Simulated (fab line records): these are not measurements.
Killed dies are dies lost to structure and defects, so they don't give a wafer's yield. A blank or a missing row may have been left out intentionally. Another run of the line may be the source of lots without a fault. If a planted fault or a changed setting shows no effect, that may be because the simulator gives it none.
Chamber matching | flow sfq-line | SFQ_TRILAYER_I7_CMP_CMP_184 on cmp-01 has 4 sister chambers
The step polishes SiO2. 8 wafers are shown with their chamber, then 8 later ones without.

== EACH WAFER AND ITS CHAMBER ==
wafer  | chamber | motor-current-A (A) | retaining-ring-pressure-frac
L203.1 | 1       | 9.5                 | 1.000
L203.6 | 2       | 10.9                | 1.007
L204.2 | 0       | 9.4                 | 0.996
L204.5 | 0       | 10.3                | 0.996
L211.2 | 3       | 9.8                 | 1.000
L211.1 | 1       | 9.6                 | 0.993
L211.6 | 3       | 10.1                | 1.002
L212.1 | 2       | 11.5                | 0.993

== WAFERS WITH NO CHAMBER GIVEN ==
wafer  | motor-current-A (A) | retaining-ring-pressure-frac
L212.2 | 10.2                | 1.000
L212.6 | 10.2                | 0.999
L213.1 | 9.5                 | 0.991
L213.3 | 10.5                | 0.997
L213.6 | 10.5                | 1.004
L214.3 | 9.7                 | 0.993
L214.5 | 9.7                 | 0.994
L214.6 | 10.1                | 0.993

== CHAMBER TAKEN BY EACH ==
wafer  | from the rows above               | in truth
L212.2 | can't be placed: 3 or 0 or 1 or 2 | 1
L212.6 | can't be placed: 3 or 0 or 1 or 2 | 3
L213.1 | can't be placed: 1 or 0 or 3      | 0
L213.3 | can't be placed: 3 or 0 or 2 or 1 | 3
L213.6 | can't be placed: 3 or 2 or 0 or 1 | 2
L214.3 | can't be placed: 0 or 1 or 3      | 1
L214.5 | can't be placed: 0 or 1 or 3      | 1
L214.6 | can't be placed: 0 or 3 or 1      | 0
Correctly placed: 0 of 8. Cannot be placed on the basis of these rows: 8; the candidates contain the true chamber in 8. 0 placed wrongly.
How it was worked out, from the rows above alone: a wafer's distance from a chamber is the root of the sum, over the readings, of the square of ((its reading less the chamber's mean) divided by the reading's scatter). The wafer belongs to the nearest chamber; if the next one is less than 2 further off, it can't be placed. A chamber's mean is the mean of its shown wafers. The scatter: take each reading less its chamber's mean, square it, sum over the shown wafers, divide by the number of wafers less the number of chambers, and take the root.
